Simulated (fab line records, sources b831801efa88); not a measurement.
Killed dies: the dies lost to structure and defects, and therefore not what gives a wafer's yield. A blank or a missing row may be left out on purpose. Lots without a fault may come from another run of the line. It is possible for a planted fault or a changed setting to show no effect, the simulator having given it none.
Shared-tool check | flow sky130 | 11 lots, 33 wafers sampled

== WHY IT WAS OPENED ==
SKY_CONTACT_THK_MEAS_01, reading CONTACT_CVD_00_THK: flagged on 3 of 11 lots. Wafers without a fault read 74.8 nm, standard deviation 0.98.
Rule: flag the lot when none of its wafers has a number, or when each of its wafers that has one lies beyond 4 standard deviations from that mean. As for the other lots, they are considered sound.

lot  | measured     | on            | CONTACT_CVD_00_THK (nm), wafer by wafer | flag
L615 | day 30 16:40 | film-metro-01 | 73.7 75.5 75.4                          |
L621 | day 32 15:52 | film-metro-02 | 0.0 0.0 0.0                             | FLAGGED
L622 | day 32 22:20 | film-metro-02 | 0.0 0.0 0.0                             | FLAGGED
L623 | day 32 23:52 | film-metro-02 | 0.0 0.0 0.0                             | FLAGGED
L626 | day 33 22:27 | film-metro-01 | 76.2 75.7 76.4                          |
L627 | day 34 10:53 | film-metro-02 | 73.5 75.0 74.5                          |
L628 | day 34 17:29 | film-metro-01 | 75.7 75.1 74.4                          |
L629 | day 34 23:59 | film-metro-03 | 75.0 74.4 76.0                          |
L630 | day 35 04:20 | film-metro-01 | 73.5 74.5 74.8                          |
L637 | day 37 10:09 | film-metro-01 | 74.5 75.6 75.4                          |
L638 | day 37 17:53 | film-metro-03 | 73.3 75.0 74.4                          |
The mean of the flagged lots' numbers is 0.0 nm, -74.8 nm from the usual (-76 standard deviations).

== LOT BY LOT: THE TOOL USED ==
The record holds 1 process step before the reading, out of a route of 708 steps. Cell contents, in order: the tool; ch with the chambers the sampled wafers went through; the start.
lot  | flag    | SKY_CONTACT_CVD_00
L615 |         | pecvd-02 ch 0,2, day 30 16:37
L621 | FLAGGED | pecvd-02 ch 1, day 32 15:49
L622 | FLAGGED | pecvd-02 ch 0,1, day 32 22:17
L623 | FLAGGED | pecvd-04 ch 0,1,2, day 32 23:49
L626 |         | pecvd-03 ch 1,2, day 33 22:25
L627 |         | pecvd-03 ch 0,2, day 34 10:51
L628 |         | pecvd-04 ch 0,1,2, day 34 17:25
L629 |         | pecvd-03 ch 1,2, day 34 23:57
L630 |         | pecvd-02 ch 0,1, day 35 04:17
L637 |         | pecvd-04 ch 0,2, day 37 10:05
L638 |         | pecvd-02 ch 0,1, day 37 17:50
These steps, and what they do:
- SKY_CONTACT_CVD_00: deposits Si3N4, target thk 75 nm.
- SKY_CONTACT_THK_MEAS_01

== FLAGGED OVER TOTAL, TOOL BY TOOL (the gauges that took the reading come last) ==
step                    | tool          | lots run | flagged | share of the flagged lots | sound lots run after its first flagged lot
SKY_CONTACT_CVD_00      | pecvd-02      | 5        | 2       | some                      | 2 (L630,L638)
SKY_CONTACT_CVD_00      | pecvd-03      | 3        | 0       | none                      | -
SKY_CONTACT_CVD_00      | pecvd-04      | 3        | 1       | some                      | 2 (L628,L637)
SKY_CONTACT_THK_MEAS_01 | film-metro-01 | 5        | 0       | none                      | -
SKY_CONTACT_THK_MEAS_01 | film-metro-02 | 4        | 3       | all                       | 1 (L627)
SKY_CONTACT_THK_MEAS_01 | film-metro-03 | 2        | 0       | none                      | -

== WHAT IS ALLOWED BY THE TABLE ==
Rows of the table that ran each flagged lot: 1, that is film-metro-02 at SKY_CONTACT_THK_MEAS_01.
- film-metro-02 at SKY_CONTACT_THK_MEAS_01: 3 of its 4 lots flagged. After the first flagged lot (L627), sound lots still ran on it; a lasting fault on the whole tool would not permit that.
Not one row of the table ran every flagged lot while running no sound lot after the first.

== WHAT THE SIMULATOR PUT IN ==
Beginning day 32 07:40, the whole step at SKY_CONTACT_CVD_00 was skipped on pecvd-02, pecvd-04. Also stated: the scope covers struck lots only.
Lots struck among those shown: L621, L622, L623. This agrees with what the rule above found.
